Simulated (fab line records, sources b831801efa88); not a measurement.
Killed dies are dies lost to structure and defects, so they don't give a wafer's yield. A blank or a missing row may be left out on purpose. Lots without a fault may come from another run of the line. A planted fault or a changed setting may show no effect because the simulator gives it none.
Chamber matching | flow sky130 | SKY_VIA4_CMP_02 on cmp-02: 4 sister chambers
The step polishes SiO2. 4 wafers are shown with their chamber, then 9 later ones without.

WAFERS WITH THEIR CHAMBER
wafer  | chamber | motor_current_A (A)
L593.1 | 3       | 12.5
L595.4 | 2       | 13.1
L595.5 | 1       | 11.4
L595.6 | 0       | 11.9

WAFERS WITHOUT THEIR CHAMBER
wafer  | motor_current_A (A)
L600.1 | 11.9
L600.5 | 12.4
L600.6 | 13.1
L603.1 | 12.3
L603.3 | 12.2
L603.4 | 13.7
L607.3 | 11.4
L607.4 | 13.0
L607.5 | 11.9

WHICH CHAMBER EACH WENT THROUGH
wafer  | from the rows above     | in truth
L600.1 | 0                       | 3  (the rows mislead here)
L600.5 | can't be placed: 3 or 0 | 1
L600.6 | 2                       | 2
L603.1 | can't be placed: 3 or 0 | 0
L603.3 | can't be placed: 0 or 3 | 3
L603.4 | 2                       | 2
L607.3 | 1                       | 1
L607.4 | can't be placed: 2 or 3 | 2
L607.5 | 0                       | 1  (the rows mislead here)
Placed correctly: 3 of 9. Can't be placed from these rows: 4 (the true chamber is among the candidates in 3). Placed wrongly: 2.
How it was worked out, from the rows above alone: a wafer's distance from a chamber is the root of the sum, over the readings, of the square of ((its reading less the chamber's mean) divided by the reading's scatter). The wafer belongs to the nearest chamber; if the next one is less than 2 further off, it can't be placed. A chamber's mean is the mean of its shown wafers. The scatter: with one shown wafer a chamber, the root of the mean of the squares of how far each hidden wafer lies from its nearest shown one.
